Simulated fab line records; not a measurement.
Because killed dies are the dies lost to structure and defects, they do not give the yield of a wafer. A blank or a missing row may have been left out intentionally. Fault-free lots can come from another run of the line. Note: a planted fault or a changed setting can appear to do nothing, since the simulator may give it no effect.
A lot that was struck, set against a sound lot    flow sky130    30 out of 708 route steps
Sound: wafers L529.1, L529.4, L529.6. Struck: wafers L521.1, L521.3, L521.5. At the end, the cause is stated.
Each step with rows lists, per side, the tool, then ch with its chambers, then its first start. Under that, the readings that differ: sound wafers    struck wafers    difference of the means    sigmas: that difference in standard deviations of wafers without a fault.
alike: words and numbers the same on both sides, and readings whose means are apart by under 2 such deviations; not compared: readings that were withheld, readings missing a value for some wafer, numbers with overlapping values and no deviation given by the record, and bounds like >300 which may hide the same value.
Wherever a step has rows on one side only, a row that says differs or no value, or a row with sigmas, the two part there. Non-overlapping numbers with no deviation appear without sigmas and do not part them. Lack of a reading on every wafer of one side parts them only where that side has two or more wafers.

first, 5 steps without rows for these wafers: SKY_SONOS_ONO_COAT_08 (resist thk 1140 nm); SKY_SONOS_ONO_SOFTBAKE_09 (time 60 s); SKY_SONOS_ONO_EXPOSE_10 (exposes mask ONOM, target cd 410 nm); SKY_SONOS_ONO_PEB_11; SKY_SONOS_ONO_DEVELOP_12 (develop time 60 s).
SKY_SONOS_ONO_CD_MEAS_13: the cd target is 410 nm.
  sound on cdSem-01 at day 17 01:05; struck on cdSem-01 at day 14 08:11
  alike: cdNm
SKY_SONOS_ONO_OVL_MEAS_14:
  sound on overlay-02 at day 17 01:12; struck on overlay-01 at day 14 08:18
  alike: SONOS_ONO_OVL
SKY_SONOS_ONO_ETCH_15: etches the open film in CHF3/O2, target depth 19.52 nm, time 7.8 s.
  sound on rieDiel-01 ch 0,2,3, day 17 01:14; struck on rieDiel-01 ch 2,3, day 14 08:20
  alike: drypumpMotorCurrentA, oesProductAu, throttleValvePct
  not compared: rfHoursCounterH
then, 1 step without rows for these wafers: SKY_SONOS_ONO_WET_ETCH_16 (etches SiO2 in dHF, target depth 14 nm, time 280 s).
SKY_SONOS_ONO_STRIP_17: strips in O2/N2.
  sound on plasmaAsher-02 ch 1, day 17 01:21; struck on plasmaAsher-02 ch 0,1, day 14 08:26
reading              sound              struck             difference  sigmas
oesProductAu (a.u.)  0.709 0.703 0.696  0.711 0.715 0.716  +0.011      +2
  alike: drypumpMotorCurrentA, stripTimeToEndpointS
  not compared: rfHoursCounterH
then, 2 steps without rows for these wafers: SKY_SONOS_ONO_WET_ETCH_18 (etches Si3N4 in H3PO4, target depth 15 nm, time 172 s); SKY_GATE_OXIDE_CLEAN_00 (cleans in SC1/SC2, time 150 s).
SKY_GATE_OXIDE_OXIDATION_01: stabilise 600 s, purge 300 s, target thk 10.268 nm.
  sound on furnace-01 ch 0, day 17 01:38; struck on furnace-01 ch 0, day 14 09:38
reading                                           sound              struck                difference  sigmas
spikeTcBottomC (C)                                920.4 920.2 919.3  909.0 908.4 908.0     -11.5       -4
spikeTcCentreC (C)                                903.1 901.6 902.7  889.7 891.3 890.4     -12.0       -10
spikeTcLowerC (C)                                 901.3 900.7 900.7  889.2 889.7 889.6     -11.4       -11
spikeTcTopC (C)                                   911.3 911.1 909.5  900.0 900.2 899.0     -10.9       -9
spikeTcUpperC (C)                                 900.9 901.2 901.1  889.6 890.7 890.8     -10.7       -10
tubeCenterTempC (C)                               900 899.85 899.98  888.61 888.42 888.49  -11.44      -99 or more
tube_center_temp_C_max                            902.2 902.5 903.2  890.6 890.8 890.4     -12.0       -29
model.SiO2_of_GATE_OXIDE_OXIDATION_01.thkNm (nm)  10.17 10.17 9.978  9.174 9.165 8.972     -1.002      
SKY_GATE_OXIDE_THK_MEAS_02:
  sound on filmMetro-01 at day 17 03:03; struck on filmMetro-01 at day 14 11:02
reading                           sound              struck          difference  sigmas
GATE_OXIDE_OXIDATION_00_THK (nm)  10.18 10.12 10.01  9.15 9.12 8.98  -1.02       -5
then, 7 steps without rows for these wafers: SKY_GATE_OXIDE_DEHYDRATE_03 (time 60 s); SKY_GATE_OXIDE_HMDS_04 (prime time 60 s); SKY_GATE_OXIDE_COAT_05 (resist thk 1140 nm); SKY_GATE_OXIDE_SOFTBAKE_06 (time 60 s); SKY_GATE_OXIDE_EXPOSE_07 (exposes mask LVOM, target cd 600 nm); SKY_GATE_OXIDE_PEB_08; SKY_GATE_OXIDE_DEVELOP_09 (develop time 60 s).
SKY_GATE_OXIDE_OVL_MEAS_10:
  sound on overlay-01 at day 18 09:05; struck on overlay-02 at day 15 13:02
  alike: GATE_OXIDE_OVL
then, 2 steps without rows for these wafers: SKY_GATE_OXIDE_IMPLANT_11; SKY_GATE_OXIDE_WET_ETCH_12 (etches SiO2 in dHF, target depth 16.8 nm, time 336 s).
SKY_GATE_OXIDE_STRIP_13: strips in O2/N2.
  sound on plasmaAsher-03 ch 0,1, day 18 09:22; struck on plasmaAsher-02 ch 0,1, day 15 13:20
  alike: drypumpMotorCurrentA, oesProductAu, stripTimeToEndpointS
  not compared: rfHoursCounterH
SKY_GATE_OXIDE_TW_MEAS_14:
  sound on filmMetro-02 at day 18 09:28; struck on filmMetro-03 at day 15 13:26
  alike: GATE_OXIDE_TW
then, 1 step without rows for these wafers: SKY_GATE_OXIDE_CLEAN_15 (cleans in SC1/SC2, time 150 s).
SKY_GATE_OXIDE_OXIDATION_16: stabilise 600 s, purge 300 s, target thk 3.57 nm.
  sound on furnace-02 ch 0, day 18 09:35; struck on furnace-01 ch 0, day 15 14:13
reading                                           sound                 struck                difference  sigmas
spikeTcCentreC (C)                                798.9 801.4 798.9     802.7 802.3 803.0     +2.9        +2
tubeCenterTempC (C)                               800.17 800.00 800.14  799.97 799.79 799.99  -0.19       -2
model.SiO2_of_GATE_OXIDE_OXIDATION_01.thkNm (nm)  11.57 11.58 11.4      10.64 10.63 10.46     -0.94       
  alike: spikeTcBottomC, spikeTcLowerC, spikeTcTopC, spikeTcUpperC, tube_center_temp_C_max
then, 1 step without rows for these wafers: SKY_POLY_GATE_CVD_00 (deposits poly-Si, target thk 180 nm, time 720 s).
-- a jump in the record: the struck wafers' starts before and after are 32 days apart (it breaks off in module POLY_GATE and resumes in module PAD_OPEN, where the first step shown is number 708 of the route) --
SKY_PAD_OPEN_PROBE_99:
  sound on prober-02 at day 48 22:34; struck on prober-02 at day 47 02:58
reading                              sound                        struck                        difference  sigmas
model.etest.nfet_16v.rOnOhmUm        1.412e+04 1.417e+04 1.4e+04  1.349e+04 1.35e+04 1.346e+04  -6.133e+02  
model.etest.pfetG5v0d10v5.rOnOhmUm   4690 4753 4781               4581 4543 4469                -210        
model.etest.tipSonos.rsOhmSq         2671 2664 2588               2444 2450 2412                -206        
model.etest.nfetG5v0d10v5.rOnOhmUm   1908 1910 1897               1818 1801 1784                -104        
model.etest.nfetG5v0d10v5.driveUaUm  600 596.9 612                654.5 652.9 675.8             +58.1       
model.etest.nfet_05v0_nvt.driveUaUm  572.6 572.2 575.5            621.8 622.1 624.8             +49.5       
model.etest.pfetG5v0d10v5.driveUaUm  345.9 340.9 345.1            362.9 364.5 366.3             +20.6       
model.etest.nfet_16v.driveUaUm       220.6 219.6 226.4            242.6 243.5 247               +22.2       
  alike: killed_at_M0_to_M3, killed_at_M4_up, killedAtContacts, killedAtFrontEnd, killedAtOther, killedDies, killedOpen, killedShort

## WHERE THEY PART
First at SKY_SONOS_ONO_STRIP_17; last, within this record, at SKY_GATE_OXIDE_OXIDATION_16. Later steps at which nothing parts them and some readings are alike: SKY_PAD_OPEN_PROBE_99.

WHY: what the simulator had put in
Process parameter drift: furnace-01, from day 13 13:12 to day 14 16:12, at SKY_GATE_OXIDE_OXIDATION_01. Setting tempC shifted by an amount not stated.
